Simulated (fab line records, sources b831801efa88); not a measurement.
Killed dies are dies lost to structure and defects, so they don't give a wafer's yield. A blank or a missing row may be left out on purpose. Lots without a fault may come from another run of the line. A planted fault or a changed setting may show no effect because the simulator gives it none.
fab line records | flow sky130
record lots=6 wafers=18 last_day=49
route steps=708 shown METAL3@561 VIA3@573 PAD_OPEN@708
lots that met no fault: from a run of the same line without faults
start_h: hours from the record's first day to the start of the lot's first wafer shown | wait_h: hours since the lot's step before | " the same as in the row above | L1.1+2: a row that stands for several wafers | - no value, or no start given | * or withheld: withheld | < > ~ a bound
route shown NAME@n: a module of which the file shows steps, and the number in the route of the first | usual: mean/standard deviation of fault-free wafers | same: alike in all rows | chamber/n: place in a boat | sites: the reading at each site | _std_site: their standard deviation | _edge_site: outer sites' mean less inner sites' | radius_mm: how far each site lies from the wafer's centre | mask NAME#n: copy n | behind: the tool/chamber that last shaped the wafer | hold: why the lot was held/for how many hours/how that ended | device: the transistor (n, p or np) that didn't switch | end of line: the same wafers' tests at the end of the route | a step without rows: its recipe alone | killed: dies lost to structure and defects at the first sort, not the wafer's yield | map: a wafer's dies, x killed, . not, _ none there
set.NAME: the setting as run; set.NAME@STEP: as run at that earlier step | model.NAME: the simulator's own value behind a step, which no gauge read
lots at some steps of the route; a table a step, a row a wafer
services: from which hour (start_h, from the record's first day; less than 0 if before it) a tool's chamber was out of use, for how many hours, and why
## steps
# step SKY_METAL3_PEB_11
# recipe peb_temp_c=withheld peb_time_s=withheld resist=KrF-thick
# step SKY_METAL3_DEVELOP_12
# recipe develop_time_s=60 resist=KrF-thick dev_temp_c=21
# step SKY_METAL3_CD_MEAS_13
# recipe target_cd_nm=300
# usual cd_nm=299.6/1.1
# columns lot.wafer tool chamber start_h wait_h cd_nm
L196.2 cd_sem-01 - 899.77 - 300.0
L196.5 " - " " 298.5
L196.6 " - " " 298.5
L199.2 cd_sem-01 - 934.05 - 299.1
L199.3 " - " " 300.5
L199.6 " - " " 299.3
L200.2 cd_sem-01 - 947.85 - 299.2
L200.3 " - " " 298.8
L200.6 " - " " 298.2
L201.1 cd_sem-01 - 948.53 - 301.0
L201.2 " - " " 299.6
L201.3 " - " " 300.0
L206.1 cd_sem-02 - 976.55 - 300.5
L206.2 " - " " 300.5
L206.3 " - " " 301.4
L215.1 cd_sem-02 - 1044.28 - 300.1
L215.3 " - " " 299.5
L215.5 " - " " 298.3
# step SKY_METAL3_OVL_MEAS_14
# usual METAL3_OVL=-1/6
# columns lot.wafer tool chamber start_h wait_h METAL3_OVL[nm]
L196.2 overlay-01 - 899.88 0.1 -4
L196.5 " - " " -7
L196.6 " - " " 1
L199.2 overlay-02 - 934.16 0.1 5
L199.3 " - " " -5
L199.6 " - " " 0
L200.2 overlay-01 - 947.96 0.1 0
L200.3 " - " " -1
L200.6 " - " " 8
L201.1 overlay-01 - 948.65 0.1 10
L201.2 " - " " 1
L201.3 " - " " 2
L206.1 overlay-02 - 976.67 0.1 0
L206.2 " - " " 3
L206.3 " - " " -2
L215.1 overlay-01 - 1044.40 0.1 -17
L215.3 " - " " -10
L215.5 " - " " -16
# step SKY_METAL3_DESCUM_15
# recipe chemistry=O2 source_power_w=150 bias_power_w=0 pressure_mtorr=10 temp_c=40 time_s=8
# usual chamber_pressure_mTorr=10.001/0.0093 drypump_motor_current_A=5.55/0.28 oes_product_au=1.000/0.0087
# same time_s=8
# columns lot.wafer tool chamber start_h wait_h chamber_pressure_mTorr drypump_motor_current_A oes_product_au rf_hours_counter_h
L196.2 rie_metal-02 1 899.91 0.0 9.990 5.62 0.993 6
L196.5 " 0 " " 9.994 5.02 0.996 -
L196.6 " 1 " " 9.992 5.63 0.987 -
L199.2 rie_metal-04 1 934.19 0.0 10.011 5.68 1.022 2
L199.3 " 0 " " 10.004 5.93 1.007 -
L199.6 " 0 " " 10.019 5.93 0.999 -
L200.2 rie_metal-04 0 947.99 0.0 9.989 5.93 0.993 9
L200.3 " 0 " " 10.009 5.92 1.009 -
L200.6 " 0 " " 10.016 5.94 1.016 -
L201.1 rie_metal-04 0 948.69 0.0 10.004 5.92 1.015 9
L201.2 " 1 " " 10.009 5.69 1.019 3
L201.3 " 1 " " 10.013 5.66 1.012 -
L206.1 rie_metal-02 0 976.71 0.0 9.997 5.05 1.003 16
L206.2 " 1 " " 10.005 5.65 1.001 10
L206.3 " 1 " " 10.001 5.61 0.996 -
L215.1 rie_metal-03 0 1044.44 0.0 10.003 5.47 0.993 12
L215.3 " 0 " " 10.003 5.43 1.003 -
L215.5 " 0 " " 10.014 5.46 0.998 -
# step SKY_METAL3_ETCH_16
# recipe chemistry=N2/H2 target=BARC ion_energy_ev=200 bias_w=100 pressure_mtorr=30 n2_flow_sccm=100 h2_flow_sccm=200 icp_w=500 stop_on=SiO2 time_s=88.2 target_depth_a=600
# usual chamber_pressure_mTorr=29.999/0.026 drypump_motor_current_A=5.55/0.29 oes_product_au=0.627/0.0049 throttle_valve_pct=13.206/0.0092
# same time_s=88.2
# columns lot.wafer tool chamber start_h wait_h chamber_pressure_mTorr drypump_motor_current_A oes_product_au rf_hours_counter_h throttle_valve_pct
L196.2 rie_metal-02 1 899.94 0.0 30.024 5.63 0.626 6 13.216
L196.5 " 0 " " 30.026 5.04 0.629 - 13.196
L196.6 " 1 " " 30.023 5.62 0.622 - 13.194
L199.2 rie_metal-04 1 934.22 0.0 29.993 5.70 0.631 2 13.197
L199.3 " 0 " " 30.040 5.95 0.622 - 13.196
L199.6 " 0 " " 30.013 5.95 0.623 - 13.190
L200.2 rie_metal-04 0 948.02 0.0 30.015 5.93 0.632 9 13.218
L200.3 " 0 " " 29.985 5.94 0.629 - 13.212
L200.6 " 0 " " 30.018 5.94 0.628 - 13.221
L201.1 rie_metal-04 0 948.72 0.0 29.993 5.95 0.627 9 13.211
L201.2 " 1 " " 30.029 5.70 0.632 3 13.210
L201.3 " 1 " " 29.991 5.68 0.626 - 13.204
L206.1 rie_metal-02 0 976.74 0.0 30.011 5.05 0.622 16 13.206
L206.2 " 1 " " 30.022 5.65 0.628 10 13.196
L206.3 " 1 " " 29.988 5.65 0.625 - 13.215
L215.1 rie_metal-03 0 1044.47 0.0 30.020 5.45 0.618 12 13.196
L215.3 " 0 " " 29.884 5.47 0.624 - 13.200
L215.5 " 0 " " 29.992 5.48 0.626 - 13.196
# step SKY_METAL3_ETCH_17
# recipe target=SiO2 stop_on=TiN chemistry=C4F8/O2/Ar source_w=1500 bias_w=1200 pressure_mtorr=40 c4f8_flow_sccm=withheld O2_flow_sccm=6 Ar_flow_sccm=300 time_s=3.9 target_depth_a=150
# usual chamber_pressure_mTorr=40.00/0.038 oes_product_au=0.755/0.0072
# same time_s=3.9
# columns lot.wafer tool chamber start_h wait_h chamber_pressure_mTorr oes_product_au rf_hours_counter_h
L196.2 rie_diel-04 3 900.04 0.1 40.02 0.741 11
L196.5 " 3 " " 40.07 0.736 -
L196.6 " 2 " " 39.97 0.753 -
L199.2 rie_diel-01 2 934.32 0.1 40.05 0.762 17
L199.3 " 0 " " 40.04 0.755 12
L199.6 " 1 " " 39.99 0.763 -
L200.2 rie_diel-04 1 948.12 0.1 40.08 0.750 15
L200.3 " 0 " " 40.01 0.763 3
L200.6 " 2 " " 40.00 0.769 -
L201.1 rie_diel-01 1 948.82 0.1 40.02 0.753 10
L201.2 " 0 " " 39.95 0.750 12
L201.3 " 2 " " 39.95 0.755 17
L206.1 rie_diel-03 2 976.84 0.1 40.00 0.752 23
L206.2 " 3 " " 39.99 0.751 25
L206.3 " 0 " " 40.07 0.746 4
L215.1 rie_diel-04 3 1044.57 0.1 40.03 0.743 16
L215.3 " 1 " " 40.04 0.756 17
L215.5 " 1 " " 39.93 0.759 -
# step SKY_METAL3_METAL_ETCH_18
# recipe target_depth_a=8450 stop_on=SiO2 over_etch_frac=0.3 time_s=183.1 chemistry=Cl2/BCl3 resist_sidewall_deg=88 pressure_mtorr=10 icp_w=900 bias_w=48.5 Cl2_flow_sccm=60 bcl3_flow_sccm=30
# usual chamber_pressure_mTorr=9.999/0.0094 drypump_motor_current_A=5.62/0.26 oes_product_au=0.877/0.0061 throttle_valve_pct=22.264/0.0095
# same time_s=183.1
# columns lot.wafer tool chamber start_h wait_h chamber_pressure_mTorr drypump_motor_current_A oes_product_au rf_hours_counter_h throttle_valve_pct
L196.2 rie_metal-04 1 900.06 0.0 10.003 5.68 0.869 1 22.258
L196.5 " 1 " " 10.004 5.66 0.888 - 22.262
L196.6 " 0 " " 9.997 5.94 0.872 - 22.273
L199.2 rie_metal-02 0 934.34 0.0 9.991 5.09 0.874 13 22.257
L199.3 " 1 " " 10.013 5.62 0.883 - 22.261
L199.6 " 0 " " 10.004 5.06 0.881 - 22.262
L200.2 rie_metal-03 0 948.14 0.0 10.003 5.50 0.880 9 22.250
L200.3 " 0 " " 10.004 5.48 0.885 - 22.261
L200.6 " 0 " " 9.995 5.46 0.875 - 22.278
L201.1 rie_metal-03 1 948.84 0.0 10.005 5.71 0.863 10 22.270
L201.2 " 0 " " 10.001 5.46 0.867 9 22.265
L201.3 " 1 " " 10.000 5.73 0.865 - 22.250
L206.1 rie_metal-04 1 976.86 0.0 10.008 5.73 0.879 4 22.262
L206.2 " 0 " " 9.986 5.93 0.876 11 22.265
L206.3 " 0 " " 10.004 5.95 0.880 - 22.254
L215.1 rie_metal-04 1 1044.59 0.0 10.006 5.67 0.886 7 22.253
L215.3 " 0 " " 10.008 5.93 0.886 - 22.248
L215.5 " 0 " " 9.997 5.92 0.882 - 22.258
# step SKY_METAL3_STRIP_19
# recipe chemistry=O2/N2 power_w=1400 pressure_mtorr=1500 platen_temp_c=withheld o2_flow_sccm=3000 n2_flow_sccm=300 overash_fraction=0.5
# usual chamber_pressure_mTorr=1499.8/1.4 drypump_motor_current_A=5.6/0.44 o2_flow_sccm=3001/9.1 oes_product_au=0.503/0.0054 strip_time_to_endpoint_s=6.54/0.066
# columns lot.wafer tool chamber start_h wait_h chamber_pressure_mTorr drypump_motor_current_A o2_flow_sccm oes_product_au rf_hours_counter_h strip_time_to_endpoint_s
L196.2 plasma_asher-04 0 900.24 0.1 1499.8 6.0 2982 0.497 14 6.45
L196.5 " 1 " " 1499.8 5.6 3000 0.500 - 6.43
L196.6 " 0 " " 1500.0 5.9 2987 0.496 - 6.49
L199.2 plasma_asher-04 0 934.52 0.1 1500.3 6.0 2999 0.500 18 6.53
L199.3 " 0 " " 1500.0 6.0 2991 0.498 - 6.55
L199.6 " 0 " " 1498.2 5.9 2992 0.503 - 6.46
L200.2 plasma_asher-04 1 948.32 0.1 1498.5 5.6 3005 0.512 19 6.68
L200.3 " 1 " " 1500.0 5.6 2997 0.504 - 6.60
L200.6 " 1 " " 1499.7 5.5 2990 0.508 - 6.68
L201.1 plasma_asher-03 1 949.02 0.1 1500.5 6.2 2996 0.499 54 6.59
L201.2 " 0 " " 1500.3 5.9 3000 0.512 54 6.65
L201.3 " 0 " " 1498.8 5.9 2992 0.504 - 6.62
L206.1 plasma_asher-02 0 977.04 0.1 1498.9 5.5 2995 0.498 84 6.46
L206.2 " 1 " " 1501.0 4.9 2992 0.502 84 6.50
L206.3 " 1 " " 1498.5 4.9 3005 0.506 - 6.60
L215.1 plasma_asher-02 1 1044.77 0.1 1498.9 4.9 3015 0.496 90 6.57
L215.3 " 1 " " 1501.2 4.9 3007 0.502 - 6.58
L215.5 " 1 " " 1501.3 4.9 2999 0.504 - 6.59
# step SKY_METAL3_STRIP_20
# recipe chemistry=post_etch_residue_remover time_s=1200 temp_c=72.5
# step SKY_METAL3_CLEAN_21
# recipe chemistry=IPA time_s=180 temp_c=25
# step SKY_METAL3_CLEAN_22
# recipe chemistry=O3/DIW dry=n2_spin
# step SKY_VIA3_HDPCVD_00
# recipe material=SiO2 target_thk_nm=1635 sigma_open_frac=0.3 time_s=262 temp_c=400 sih4_flow_sccm=60 pressure_mtorr=6
# columns lot.wafer tool chamber start_h wait_h model.SiO2_of_VIA3_HDPCVD_00.thk_nm
L196.2 hdpcvd-02 1 900.83 0.0 1562
L196.5 " 2 " " 1579
L196.6 " 0 " " 1560
L199.2 hdpcvd-01 2 935.14 0.0 2090
L199.3 " 1 " " 1567
L199.6 " 1 " " 1576
L200.2 hdpcvd-02 2 948.95 0.0 1534
L200.3 " 1 " " 1522
L200.6 " 2 " " 1523
L201.1 hdpcvd-01 2 949.71 0.0 1532
L201.2 " 1 " " 2107
L201.3 " 0 " " 1583
L206.1 hdpcvd-02 1 977.63 0.0 1554
L206.2 " 2 " " 1561
L206.3 " 0 " " 1578
L215.1 hdpcvd-01 1 1045.53 0.0 1561
L215.3 " 2 " " 1578
L215.5 " 2 " " 1581
# step SKY_VIA3_THK_MEAS_01
# recipe reads=SiO2_of_VIA3_HDPCVD_00
# usual VIA3_HDPCVD_THK=1572/22
# columns lot.wafer tool chamber start_h wait_h VIA3_HDPCVD_THK[nm]
L196.2 film_metro-02 - 901.01 0.1 1561
L196.5 " - " " 1579
L196.6 " - " " 1560
L199.2 film_metro-01 - 935.32 0.1 2092
L199.3 " - " " 1568
L199.6 " - " " 1577
L200.2 film_metro-01 - 949.13 0.1 1533
L200.3 " - " " 1522
L200.6 " - " " 1523
L201.1 film_metro-04 - 949.88 0.1 1531
L201.2 " - " " 2108
L201.3 " - " " 1583
L206.1 film_metro-02 - 977.80 0.1 1553
L206.2 " - " " 1561
L206.3 " - " " 1579
L215.1 film_metro-01 - 1045.70 0.1 1561
L215.3 " - " " 1577
L215.5 " - " " 1581
# step SKY_VIA3_CMP_02
# recipe material=SiO2 down_force_psi=4 platen_rpm=60 pad_velocity_m_s=0.94248
# step SKY_PAD_OPEN_PROBE_99
# usual defect_limited_yield=82.3/2 killed_at_M0_to_M3=44/7.8 killed_at_M4_up=2.9/1.7 killed_at_contacts=24/5.4 killed_at_front_end=15/4.5 killed_at_other=0.3/0.55 killed_dies=87/10 killed_on_rim=17/4.1 killed_open=48/7.4 killed_short=39/5.9 sort_bin_3_pad_short=0.9/0.42 sort_bin_5_function=10.4/1.5 sort_bin_6_memory=6.4/1.2 sort_n_pass=405/10 sort_yield_pct=82.3/2
# same gross_dies=492 killed_at_back_side=0 sort_bin_4_leakage[%]=0 sort_bin_8_speed[%]=0
# columns lot.wafer tool chamber start_h wait_h defect_limited_yield[%] killed_at_M0_to_M3 killed_at_M4_up killed_at_contacts killed_at_front_end killed_at_other killed_dies killed_on_rim killed_open killed_short sort_bin_3_pad_short[%] sort_bin_5_function[%] sort_bin_6_memory[%] sort_n_pass sort_yield_pct[%]
L196.2 prober-01 - 1073.47 0.1 84.6 37 3 23 13 0 76 17 44 32 0.6 8.9 5.9 416 84.6
L196.5 prober-01 - 1073.62 0.2 82.7 49 2 22 12 0 85 21 43 42 0.8 10.4 6.1 407 82.7
L196.6 prober-01 - 1073.67 0.2 82.3 35 1 37 13 1 87 19 49 38 0.8 11.2 5.7 405 82.3
L199.2 prober-02 - 1100.56 0.1 79.5 56 4 27 14 0 101 21 55 46 0.8 12.4 7.3 391 79.5
L199.3 prober-02 - 1100.61 0.2 80.7 55 4 18 17 1 95 12 50 45 1.4 9.6 8.3 397 80.7
L199.6 prober-02 - 1100.76 0.2 81.1 60 2 17 14 0 93 12 48 45 1.4 9.6 7.9 399 81.1
L200.2 prober-01 - 1114.52 0.1 80.7 36 2 34 21 2 95 19 48 47 1.0 11.8 6.5 397 80.7
L200.3 prober-01 - 1114.57 0.2 82.1 40 2 21 25 0 88 13 43 45 1.0 10.8 6.1 404 82.1
L200.6 prober-01 - 1114.72 0.2 81.3 35 3 29 25 0 92 17 51 41 1.2 11.0 6.5 400 81.3
L201.1 prober-01 - 1115.41 0.1 80.3 60 1 20 16 0 97 24 58 39 1.0 10.2 8.5 395 80.3
L201.2 prober-01 - 1115.46 0.1 84.6 48 1 14 13 0 76 18 48 28 0.2 9.3 5.9 416 84.6
L201.3 prober-01 - 1115.51 0.2 81.7 43 6 20 21 0 90 13 56 34 1.2 11.2 5.9 402 81.7
L206.1 prober-01 - 1138.55 0.1 82.7 49 2 20 14 0 85 16 44 41 1.4 10.2 5.7 407 82.7
L206.2 prober-01 - 1138.60 0.1 83.3 35 4 24 19 0 82 19 43 39 1.2 8.1 7.3 410 83.3
L206.3 prober-01 - 1138.65 0.2 85.4 32 1 22 17 0 72 10 36 36 0.6 8.3 5.7 420 85.4
L215.1 prober-01 - 1186.92 0.1 80.3 44 1 35 17 0 97 13 51 46 1.0 11.4 7.3 395 80.3
L215.3 prober-01 - 1187.02 0.2 83.3 44 2 29 7 0 82 16 46 36 1.4 9.1 6.1 410 83.3
L215.5 prober-01 - 1187.12 0.2 85.2 32 2 30 9 0 73 14 36 37 0.8 8.5 5.5 419 85.2
# killed by level:class
L196.2 VIA1:geometric_particle:open=13 CONTACT:geometric_particle:open=8 CONTACT:geometric_particle:short=6 LI_CONTACT:geometric_particle:open=5 VIA2:geometric_particle:open=5 VIA1:geometric_particle:short=5 POLY_GATE:geometric_particle:open=4 METAL1:geometric_particle:short=4
L196.5 VIA1:geometric_particle:open=11 VIA3:geometric_particle:open=8 CONTACT:geometric_particle:short=8 VIA2:geometric_particle:open=7 POLY_GATE:geometric_particle:short=6 METAL2:geometric_particle:short=6 LI_CONTACT:geometric_particle:open=5 LOCAL_INTERCONNECT:geometric_particle:short=4
L196.6 CONTACT:geometric_particle:short=12 VIA1:geometric_particle:open=12 CONTACT:geometric_particle:open=10 LI_CONTACT:geometric_particle:open=6 VIA3:geometric_particle:open=6 LOCAL_INTERCONNECT:geometric_particle:short=5 FIELD_ISO:geometric_particle:open=4 POLY_GATE:geometric_particle:short=4
L199.2 VIA1:geometric_particle:open=14 LI_CONTACT:geometric_particle:open=13 VIA2:geometric_particle:open=9 VIA1:geometric_particle:short=7 CONTACT:geometric_particle:open=6 CONTACT:geometric_particle:short=6 METAL1:geometric_particle:short=6 METAL2:geometric_particle:short=5
L199.3 VIA1:geometric_particle:open=14 METAL1:geometric_particle:short=8 VIA3:geometric_particle:open=7 CONTACT:geometric_particle:open=7 LI_CONTACT:geometric_particle:open=5 VIA3:geometric_particle:short=5 FIELD_ISO:geometric_particle:short=4 VIA2:geometric_particle:short=4
L199.6 VIA1:geometric_particle:open=15 VIA3:geometric_particle:open=10 METAL2:geometric_particle:short=9 VIA1:geometric_particle:short=7 FIELD_ISO:geometric_particle:short=5 VIA2:geometric_particle:open=5 LOCAL_INTERCONNECT:geometric_particle:short=4 CONTACT:geometric_particle:open=4
L200.2 CONTACT:geometric_particle:open=10 FIELD_ISO:geometric_particle:open=8 LOCAL_INTERCONNECT:geometric_particle:short=8 CONTACT:geometric_particle:short=8 METAL1:geometric_particle:short=6 VIA1:geometric_particle:open=6 VIA1:geometric_particle:short=6 LI_CONTACT:geometric_particle:open=5
L200.3 VIA1:geometric_particle:open=11 POLY_GATE:geometric_particle:short=9 CONTACT:geometric_particle:open=9 FIELD_ISO:geometric_particle:short=5 VIA1:geometric_particle:short=5 METAL2:geometric_particle:short=5 VIA3:geometric_particle:open=5 LOCAL_INTERCONNECT:geometric_particle:short=4
L200.6 VIA1:geometric_particle:open=10 LI_CONTACT:geometric_particle:open=9 POLY_GATE:geometric_particle:open=8 CONTACT:geometric_particle:open=7 CONTACT:geometric_particle:short=6 METAL1:geometric_particle:short=6 FIELD_ISO:geometric_particle:short=5 FIELD_ISO:geometric_particle:open=5
L201.1 VIA1:geometric_particle:open=19 CONTACT:geometric_particle:open=11 VIA3:geometric_particle:open=10 METAL1:geometric_particle:short=7 VIA3:geometric_particle:short=6 FIELD_ISO:geometric_particle:open=5 VIA1:geometric_particle:short=5 POLY_GATE:geometric_particle:short=4
L201.2 VIA1:geometric_particle:open=14 VIA3:geometric_particle:open=8 CONTACT:geometric_particle:open=7 VIA2:geometric_particle:open=7 VIA1:geometric_particle:short=6 FIELD_ISO:geometric_particle:open=4 METAL2:geometric_particle:short=4 VIA3:geometric_particle:short=4
L201.3 VIA1:geometric_particle:open=12 CONTACT:geometric_particle:open=10 VIA3:geometric_particle:open=10 POLY_GATE:geometric_particle:short=6 VIA2:geometric_particle:open=6 FIELD_ISO:geometric_particle:short=5 VIA1:geometric_particle:short=4 LI_CONTACT:geometric_particle:open=4
L206.1 VIA1:geometric_particle:open=11 VIA3:geometric_particle:open=11 CONTACT:geometric_particle:open=7 VIA1:geometric_particle:short=7 CONTACT:geometric_particle:short=6 POLY_GATE:geometric_particle:short=5 VIA3:geometric_particle:short=5 LI_CONTACT:geometric_particle:open=4
L206.2 CONTACT:geometric_particle:open=12 VIA3:geometric_particle:open=9 FIELD_ISO:geometric_particle:short=7 FIELD_ISO:geometric_particle:open=6 VIA1:geometric_particle:open=6 METAL1:geometric_particle:short=6 CONTACT:geometric_particle:short=4 POLY_GATE:geometric_particle:short=4
L206.3 CONTACT:geometric_particle:open=10 FIELD_ISO:geometric_particle:short=7 LI_CONTACT:geometric_particle:open=7 VIA1:geometric_particle:open=7 METAL2:geometric_particle:short=6 POLY_CUT:geometric_particle:short=4 METAL1:geometric_particle:short=4 VIA2:geometric_particle:short=4
L215.1 CONTACT:geometric_particle:open=15 LI_CONTACT:geometric_particle:open=9 VIA1:geometric_particle:short=9 VIA1:geometric_particle:open=8 CONTACT:geometric_particle:short=7 VIA3:geometric_particle:open=7 FIELD_ISO:geometric_particle:short=5 METAL2:geometric_particle:short=5
L215.3 LI_CONTACT:geometric_particle:open=12 METAL2:geometric_particle:short=9 CONTACT:geometric_particle:open=9 VIA1:geometric_particle:open=8 VIA1:geometric_particle:short=6 METAL1:geometric_particle:short=5 LI_CONTACT:geometric_particle:short=4 METAL1:geometric_particle:open=4
L215.5 CONTACT:geometric_particle:short=9 VIA1:geometric_particle:open=9 LI_CONTACT:geometric_particle:open=7 CONTACT:geometric_particle:open=6 METAL2:geometric_particle:short=6 LOCAL_INTERCONNECT:geometric_particle:short=5 VIA3:geometric_particle:open=4 FIELD_ISO:geometric_particle:short=3
## services
# columns tool chamber start_h hours kind
rie_diel-03 0 903.62 5.7 repair
hdpcvd-01 - 909.84 0.8 pm
plasma_asher-03 - 911.29 0.5 repair
plasma_asher-02 - 920.26 4.9 repair
rie_diel-03 3 925.51 4.9 repair
rie_diel-03 2 925.74 4.4 repair
rie_diel-01 1 936.36 6.8 repair
rie_diel-01 0 936.99 10.5 repair
rie_diel-01 - 947.55 1.0 repair
rie_diel-03 3 948.16 7.0 repair
hdpcvd-01 - 950.25 15.0 pm
rie_diel-03 - 952.17 8.2 repair
rie_metal-02 - 957.62 2.8 pm
plasma_asher-03 - 966.84 2.2 repair
rie_diel-01 0 984.41 1.3 repair
rie_metal-04 - 989.14 4.4 repair
rie_metal-03 0 996.43 9.7 repair
rie_metal-03 - 997.88 1.4 pm
rie_diel-01 - 1002.27 4.0 pm
rie_metal-04 - 1002.80 28.1 pm
rie_metal-03 - 1014.17 28.1 pm
rie_diel-03 2 1016.50 4.0 repair
rie_diel-04 1 1018.23 3.6 repair
rie_diel-03 1 1037.33 15.0 repair
## key
first_sign step=SKY_VIA3_THK_MEAS_01 reading=VIA3_HDPCVD_THK direction=up sigmas=24 usual=1572 struck=2100
effect none on later readings
model_effect step=SKY_VIA3_HDPCVD_00 value=SiO2_of_VIA3_HDPCVD_00.thk_nm without=1575 struck=2098
met_at SKY_VIA3_HDPCVD_00
struck_wafers L199.2,L201.2
fault kind=process_parameter_drift tool=hdpcvd-01 chamber=- onset_h=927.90 steps=SKY_VIA3_HDPCVD_00 channel=target_thk_nm offset=544.78 shape=step end_h=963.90 scope=struck_wafers_only acts_in=these_recipes_only stated=1635
